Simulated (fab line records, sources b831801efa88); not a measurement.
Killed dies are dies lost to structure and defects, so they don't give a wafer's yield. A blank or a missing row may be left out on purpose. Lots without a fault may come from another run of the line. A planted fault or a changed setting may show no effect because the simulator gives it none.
Which tool did it? | flow sky130 | 14 lots, 42 wafers sampled, at 3 steps of a route of 708

WHAT THE GAUGES READ, wafer by wafer
SKY_CONTACT_CD_MEAS_14: target cd 170 nm.
lot  | measured     | on        | cd_nm (nm)
L503 | day 31 12:19 | cd_sem-02 | 169.0 169.6 168.8
L504 | day 32 04:07 | cd_sem-02 | 168.4 170.2 169.0
L505 | day 32 10:54 | cd_sem-02 | 168.2 168.9 166.7
L507 | day 33 11:43 | cd_sem-02 | 171.8 171.6 171.7
L509 | day 34 04:22 | cd_sem-02 | 168.6 170.6 170.7
L510 | day 34 05:40 | cd_sem-02 | 168.2 168.5 168.5
L512 | day 34 20:25 | cd_sem-02 | 171.3 172.0 171.4
L520 | day 37 02:20 | cd_sem-01 | 172.3 172.1 173.2
L521 | day 37 14:43 | cd_sem-02 | 172.1 171.0 171.6
L522 | day 37 19:01 | cd_sem-01 | 168.9 168.1 170.5
L523 | day 38 01:40 | cd_sem-02 | 170.2 170.7 171.3
L524 | day 38 11:37 | cd_sem-01 | 171.0 170.0 169.9
L525 | day 38 14:04 | cd_sem-01 | 170.0 170.2 167.6
L526 | day 38 20:31 | cd_sem-01 | 170.8 172.3 172.0

SKY_VIA1_OVL_MEAS_13.
lot  | measured     | on         | VIA1_OVL (nm)
L503 | day 33 21:41 | overlay-02 | -4 -1 -5
L504 | day 34 13:14 | overlay-01 | -3 -2 -4
L505 | day 34 19:20 | overlay-02 | 6 -1 2
L507 | day 35 20:19 | overlay-01 | 2 4 1
L509 | day 36 12:26 | overlay-01 | -3 -2 -2
L510 | day 36 12:36 | overlay-02 | 5 4 3
L512 | day 37 03:36 | overlay-02 | -4 -6 -1
L522 | day 39 23:54 | overlay-01 | -6 -7 -14
L523 | day 40 07:41 | overlay-02 | 8 3 6
L524 | day 40 16:41 | overlay-01 | 1 -2 7
L525 | day 40 19:12 | overlay-01 | 0 -5 1
L526 | day 41 01:10 | overlay-01 | -5 -3 -5

WHICH TOOL RAN EACH LOT (tool, then ch and the chambers of the sampled wafers, then the start)
lot  | SKY_METAL1_DEVELOP_14
L503 | litho_track-02 ch 0, day 32 16:00
L504 | litho_track-04 ch 0, day 33 09:00
L505 | litho_track-02 ch 0, day 33 14:00
L507 | litho_track-02 ch 0, day 34 16:00
L509 | litho_track-02 ch 0, day 35 08:00
L510 | litho_track-04 ch 0, day 35 08:00
L512 | litho_track-02 ch 0, day 35 23:00
L520 | litho_track-04, day 38 05:00
L521 | litho_track-04, day 38 18:00
L522 | litho_track-01 ch 0, day 38 21:00
L523 | litho_track-02 ch 0, day 39 05:00
L524 | litho_track-04 ch 0, day 39 14:00
L525 | litho_track-02 ch 0, day 39 16:00
L526 | litho_track-01 ch 0, day 39 22:00
- SKY_METAL1_DEVELOP_14: develop time 60 s.

WHAT THE TOOLS THEMSELVES READ (means of the sampled wafers that have a number; where no wafer has one, the mark that the record gives instead)
SKY_METAL1_DEVELOP_14.
lot  | tool           | chill_plate_temp_C (C)
L503 | litho_track-02 | 23.06
L504 | litho_track-04 | 22.89
L505 | litho_track-02 | 23.06
L507 | litho_track-02 | 22.92
L509 | litho_track-02 | 23.15
L510 | litho_track-04 | 23.00
L512 | litho_track-02 | 23.01
L520 | litho_track-04 | -
L521 | litho_track-04 | -
L522 | litho_track-01 | 22.95
L523 | litho_track-02 | 23.05
L524 | litho_track-04 | 22.87
L525 | litho_track-02 | 23.03
L526 | litho_track-01 | 23.10

THE ANSWER, worked out from the rows above alone
Rule: what is usual is taken from the lots themselves. Put in order of their means at a reading, lots are off if they are a third of the lots or fewer, leave a main group of 4 or more, and stand apart from it by a gap of 3 or more times the standard deviation of the main group's means; of several such gaps the widest counts. A main group whose means are all the same, to the digits that the tables above print for the reading, isn't used. A lot without any number at a reading at which 4 lots or more have one is off too. The other lots that the step has rows for count as sound. The gauges are gone through in route order, then the tools' own readings, and for those a lot's mean is taken as printed above. The first step at which some lot is off is used, and at that step the reading that is off furthest; a lot without a number counts as furthest.
Off: L520, L521, at SKY_METAL1_DEVELOP_14 (chill_plate_temp_C). Without a number there: L520, L521. The main group: mean 23.01 C, standard deviation 0.082.
A tool fits if, at that step or a process step before it, it ran every lot that is off, and no sound lot after the first of them. None of those tried fits.

WHAT THE SIMULATOR HAD PUT IN
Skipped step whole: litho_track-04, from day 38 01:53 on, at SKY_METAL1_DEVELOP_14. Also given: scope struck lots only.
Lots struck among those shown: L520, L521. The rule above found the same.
